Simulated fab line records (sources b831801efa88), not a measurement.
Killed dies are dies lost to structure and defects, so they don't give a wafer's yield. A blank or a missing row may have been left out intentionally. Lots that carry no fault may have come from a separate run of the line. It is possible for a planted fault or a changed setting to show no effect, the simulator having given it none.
The tool behind it: which one?    flow gf180mcu    39 wafers from 13 lots sampled at 4 of the route's 602 steps

WHAT THE GAUGES READ, wafer by wafer
GF_PASSIVATION_BOW_MEAS_14. Usual: for PASSIVATION_BOW the level is 137 um and the standard deviation is 11.
lot   measured      on            PASSIVATION_BOW (um)  flag
L415  day 28 22:53  filmMetro-04  158 161 151           
L416  day 29 08:46  filmMetro-01  138 139 128           
L417  day 29 18:54  filmMetro-01  135 123 136           
L418  day 29 23:40  filmMetro-03  126 122 130           
L419  day 30 08:32  filmMetro-01  141 139 138           
L420  day 30 14:58  filmMetro-04  128 127 134           
L421  day 30 16:14  filmMetro-01  139 126 119           
L425  day 32 02:17  filmMetro-01  144 130 141           
L434  day 34 03:25  filmMetro-03  137 155 140           
L435  day 34 07:55  filmMetro-01  152 139 136           
L436  day 34 13:08  filmMetro-01  124 118 134           
L437  day 34 18:16  filmMetro-04  135 135 131           
L438  day 35 04:53  filmMetro-04  137 139 141           

WHICH TOOL RAN EACH LOT (tool, then ch and the chambers of the sampled wafers, then the start)
lot   GF_V2_CVD_00                      GF_M4_SPUTTER_03             GF_V4_SPUTTER_21
L415  hdpcvd-02 ch 0,1,2, day 19 03:52  pvdSputter-02, day 22 09:11  pvdSputter-01, day 24 08:50
L416  hdpcvd-01 ch 0,2, day 19 12:43    pvdSputter-02, day 22 18:45  pvdSputter-01, day 24 18:46
L417  hdpcvd-01 ch 0,1, day 20 04:48    pvdSputter-01, day 23 08:52  pvdSputter-01, day 25 06:44
L418  hdpcvd-01 ch 0,2, day 20 09:33    pvdSputter-01, day 23 13:05  pvdSputter-04, day 25 11:19
L419  hdpcvd-01 ch 1,2, day 20 20:07    pvdSputter-01, day 23 22:57  pvdSputter-01, day 25 20:33
L420  hdpcvd-01 ch 0,1, day 21 06:13    pvdSputter-02, day 24 08:27  pvdSputter-01, day 26 05:05
L421  hdpcvd-01 ch 1,2, day 21 08:37    pvdSputter-01, day 24 10:44  pvdSputter-03, day 26 07:09
L425  hdpcvd-01 ch 0,1,2, day 23 03:04  pvdSputter-01, day 26 03:32  pvdSputter-04, day 27 22:11
L434  hdpcvd-02 ch 1,2, day 25 21:29    pvdSputter-02, day 28 17:21  pvdSputter-01, day 30 09:04
L435  hdpcvd-01 ch 0,1,2, day 26 07:37  pvdSputter-01, day 29 01:08  pvdSputter-04, day 30 16:10
L436  hdpcvd-01 ch 0,1,2, day 26 11:28  pvdSputter-02, day 29 04:32  pvdSputter-04, day 30 19:34
L437  hdpcvd-02 ch 1,2, day 26 18:13    pvdSputter-01, day 29 10:44  pvdSputter-03, day 31 01:46
L438  hdpcvd-01 ch 1,2, day 27 10:06    pvdSputter-04, day 30 01:28  pvdSputter-03, day 31 15:25
- GF_V2_CVD_00: deposits SiO2, target thk 600 nm, time 100 s.
- GF_M4_SPUTTER_03: material Ti, target thk 10 nm, time 6.7 s.
- GF_V4_SPUTTER_21: material Ti, target thk 15 nm, time 80.02 s.

AS READ BY THE TOOLS THEMSELVES (means over the sampled wafers that have a number; for cases with no such wafer, the mark the record gives instead)
GF_M4_SPUTTER_03. Usual: throttleValvePct at 29.9 %, with a standard deviation of 1.2.
lot   tool           throttleValvePct (%)  flag
L415  pvdSputter-02  29.6                  
L416  pvdSputter-02  28.6                  
L417  pvdSputter-01  29.2                  
L418  pvdSputter-01  30.6                  
L419  pvdSputter-01  30.4                  
L420  pvdSputter-02  29.7                  
L421  pvdSputter-01  30.3                  
L425  pvdSputter-01  29.8                  
L434  pvdSputter-02  29.3                  
L435  pvdSputter-01  29.6                  
L436  pvdSputter-02  29.0                  
L437  pvdSputter-01  29.1                  
L438  pvdSputter-04  28.9                  

GF_V4_SPUTTER_21. Usual: throttleValvePct at 29.9 %, with a standard deviation of 1.2.
lot   tool           throttleValvePct (%)  flag
L415  pvdSputter-01  29.6                  
L416  pvdSputter-01  29.5                  
L417  pvdSputter-01  30.6                  
L418  pvdSputter-04  29.1                  
L419  pvdSputter-01  29.7                  
L420  pvdSputter-01  30.7                  
L421  pvdSputter-03  30.4                  
L425  pvdSputter-04  29.2                  
L434  pvdSputter-01  29.0                  
L435  pvdSputter-04  28.9                  
L436  pvdSputter-04  29.2                  
L437  pvdSputter-03  29.1                  
L438  pvdSputter-03  30.6                  

THE ANSWER, worked out from the rows above alone
Rule: a lot is off if the mean of its wafers that have a number lies more than 3 standard deviations from the usual mean. A lot without any number at a reading at which 4 lots or more have one is off too. Any other lot the step has rows for is counted as sound. After the gauges, taken in route order, come the tools' own readings; for these a lot's mean is taken, as printed above. At the first step where some lot is off, the reading lying furthest off is the one used; lots without a number count as furthest.
None of the lots is off at any reading shown; this tells nothing.

WHAT THE SIMULATOR PUT IN
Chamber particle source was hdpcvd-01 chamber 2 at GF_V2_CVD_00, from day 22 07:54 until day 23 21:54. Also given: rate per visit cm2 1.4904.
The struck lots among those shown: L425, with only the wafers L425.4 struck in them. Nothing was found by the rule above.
